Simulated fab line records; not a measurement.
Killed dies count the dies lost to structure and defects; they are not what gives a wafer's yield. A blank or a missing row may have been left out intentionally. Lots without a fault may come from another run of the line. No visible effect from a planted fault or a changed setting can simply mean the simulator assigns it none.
2 desks, one fault || flow gf180mcu || each desk has only its own numbers; what lay behind them comes last

== AT THE TOOL OWNER'S DESK: pvd_sputter-01 ==
The tool's own readings at GF_SALICIDE_SPUTTER_03 (material TiN, target thk 20 nm, time 16.7 s): means of the sampled wafers that have a number, for each lot that ran on this tool. A lot is out of limits, marked OUT, if its mean lies more than 4 standard deviations from the usual mean; the brackets give that distance.
Columns: A = chamber_pressure_pa at GF_SALICIDE_SPUTTER_03, usual 0.4000 Pa; B = throttle_valve_pct at GF_SALICIDE_SPUTTER_03, usual 29.9 %
{"lot": "L620", "first seen here": "day 17 00:09", "A": 0.4002, "B": 30.1}
{"lot": "L622", "first seen here": "day 18 00:03", "A": 0.3994, "B": 30.0}
{"lot": "L628", "first seen here": "day 20 02:22", "A": 0.4003, "B": 30.0}
{"lot": "L629", "first seen here": "day 20 09:22", "A": 0.3998, "B": 29.8}
{"lot": "L630", "first seen here": "day 20 20:29", "A": 0.3998, "B": 30.4}
{"lot": "L636", "first seen here": "day 23 01:23", "A": 0.4004, "B": 29.8}
{"lot": "L637", "first seen here": "day 23 04:13", "A": 0.3997, "B": 29.9}
{"lot": "L638", "first seen here": "day 23 11:50", "A": 0.3994, "B": 30.2}
Result from this desk: across the 8 lots, nothing is out of limits.

== FROM THE METROLOGY DESK ==
What the gauges read, lot by lot, whatever tool the lot ran on: means of the sampled wafers that have a number. A lot is out of limits, marked OUT, if its mean lies more than 4 standard deviations from the usual mean; the brackets give that distance.
Columns: A = NSD_TW at GF_NSD_TW_MEAS_12, usual 4230; B = PSD_TW at GF_PSD_TW_MEAS_11, usual 3167; C = SALICIDE_TIN_RS at GF_SALICIDE_RS_MEAS_04, usual 16.3 ohm/sq; D = SALICIDE_TIN_THK at GF_SALICIDE_THK_MEAS_05, usual 20.40 nm
{"lot": "L618", "first seen here": "day 14 14:11", "A": 4206, "B": 3163, "C": 16.5, "D": 20.27}
{"lot": "L619", "first seen here": "day 14 19:52", "A": 4234, "B": 3175, "C": 16.3, "D": 20.57}
{"lot": "L620", "first seen here": "day 15 01:48", "A": 4259, "B": 3168, "C": 16.1, "D": 20.42}
{"lot": "L622", "first seen here": "day 16 01:02", "A": 4215, "B": 3180, "C": 16.3, "D": 20.28}
{"lot": "L623", "first seen here": "day 16 08:29", "A": 4225, "B": 3171, "C": 16.8, "D": 20.12}
{"lot": "L626", "first seen here": "day 17 07:15", "A": 4255, "B": 3184, "C": 16.3, "D": 20.29}
{"lot": "L628", "first seen here": "day 18 00:59", "A": 4210, "B": 3160, "C": "14.8 (-4.8) OUT", "D": "25.65 (+22) OUT"}
{"lot": "L629", "first seen here": "day 18 07:05", "A": 4228, "B": 3158, "C": "14.8 (-4.7) OUT", "D": "26.27 (+24) OUT"}
{"lot": "L630", "first seen here": "day 18 18:19", "A": 4238, "B": 3162, "C": 15.1, "D": "25.81 (+23) OUT"}
{"lot": "L634", "first seen here": "day 20 01:53", "A": 4234, "B": 3171, "C": 16.8, "D": 20.79}
{"lot": "L636", "first seen here": "day 20 23:59", "A": 4213, "B": 3173, "C": 16.0, "D": 20.63}
{"lot": "L637", "first seen here": "day 21 03:56", "A": 4261, "B": 3141, "C": 15.9, "D": 20.77}
{"lot": "L638", "first seen here": "day 21 11:12", "A": 4214, "B": 3175, "C": 16.0, "D": 20.58}
This desk's finding: out of limits on L628, L629, L630; first on L628, day 20 02:27 (SALICIDE_TIN_RS at GF_SALICIDE_RS_MEAS_04). L618, L619, L620, L622, L623, L626, L634, L636, L637, L638: within limits.

== PUT TOGETHER ==
L628, L629, L630 would have let the metrology desk raise an alarm at day 20 02:27.
Nothing out of limits was seen by the tool owner's desk.
Tool owner's desk: L628, L629, L630 on record, inside its limits.
On pvd_sputter-01, each named lot ran GF_SALICIDE_SPUTTER_03.

== WHAT WAS PUT IN BY THE SIMULATOR ==
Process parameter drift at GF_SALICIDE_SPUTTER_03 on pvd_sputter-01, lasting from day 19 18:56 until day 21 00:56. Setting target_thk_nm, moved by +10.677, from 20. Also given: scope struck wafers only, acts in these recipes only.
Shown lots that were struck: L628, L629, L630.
Per desk, hours elapsed from the start of the fault to the first reading out of limits: for the metrology desk, 8.
